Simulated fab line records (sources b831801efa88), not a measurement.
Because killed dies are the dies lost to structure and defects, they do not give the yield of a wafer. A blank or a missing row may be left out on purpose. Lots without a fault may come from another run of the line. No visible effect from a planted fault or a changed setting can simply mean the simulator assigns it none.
Chamber matching || flow gf180mcu || pecvd-03 running GF_V1_CVD_02: 3 sister chambers
The step deposits SiO2 from TEOS, target thk 850 nm, time 94.851 s. 3 wafers are shown with their chamber, then 8 later ones without.

EACH WAFER AND ITS CHAMBER
{"wafer": "L431.6", "chamber": 0, "runLengthS (s)": 122.3}
{"wafer": "L441.5", "chamber": 1, "runLengthS (s)": 123.7}
{"wafer": "L443.1", "chamber": 2, "runLengthS (s)": 123.2}

WAFERS MISSING THEIR CHAMBER
{"wafer": "L443.2", "runLengthS (s)": 123.5}
{"wafer": "L443.5", "runLengthS (s)": 122.1}
{"wafer": "L444.2", "runLengthS (s)": 123.8}
{"wafer": "L444.3", "runLengthS (s)": 122.1}
{"wafer": "L444.6", "runLengthS (s)": 122.8}
{"wafer": "L446.2", "runLengthS (s)": 123.4}
{"wafer": "L446.3", "runLengthS (s)": 122.9}
{"wafer": "L446.6", "runLengthS (s)": 123.5}

WHICH CHAMBER EACH WENT THROUGH
{"wafer": "L443.2", "from the rows above": "can't be placed: 1 or 2", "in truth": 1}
{"wafer": "L443.5", "from the rows above": 0, "in truth": 0}
{"wafer": "L444.2", "from the rows above": 1, "in truth": 1}
{"wafer": "L444.3", "from the rows above": 0, "in truth": 0}
{"wafer": "L444.6", "from the rows above": "can't be placed: 2 or 0", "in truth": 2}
{"wafer": "L446.2", "from the rows above": "can't be placed: 2 or 1", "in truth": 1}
{"wafer": "L446.3", "from the rows above": "can't be placed: 2 or 0", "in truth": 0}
{"wafer": "L446.6", "from the rows above": "can't be placed: 1 or 2", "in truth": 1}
3 of 8 placed correctly. Unplaceable from these rows: 5, with the true chamber sitting among the candidates in 5. 0 placed wrongly.
How it was worked out, from the rows above alone: a wafer's distance from a chamber is the root of the sum, over the readings, of the square of ((its reading less the chamber's mean) divided by the reading's scatter). If the next closest chamber is less than 2 further off than the closest, the wafer can't be placed; otherwise it belongs to the closest. A chamber's mean is the mean of its shown wafers. The scatter: with one shown wafer a chamber, the root of the mean of the squares of how far each hidden wafer lies from its nearest shown one.
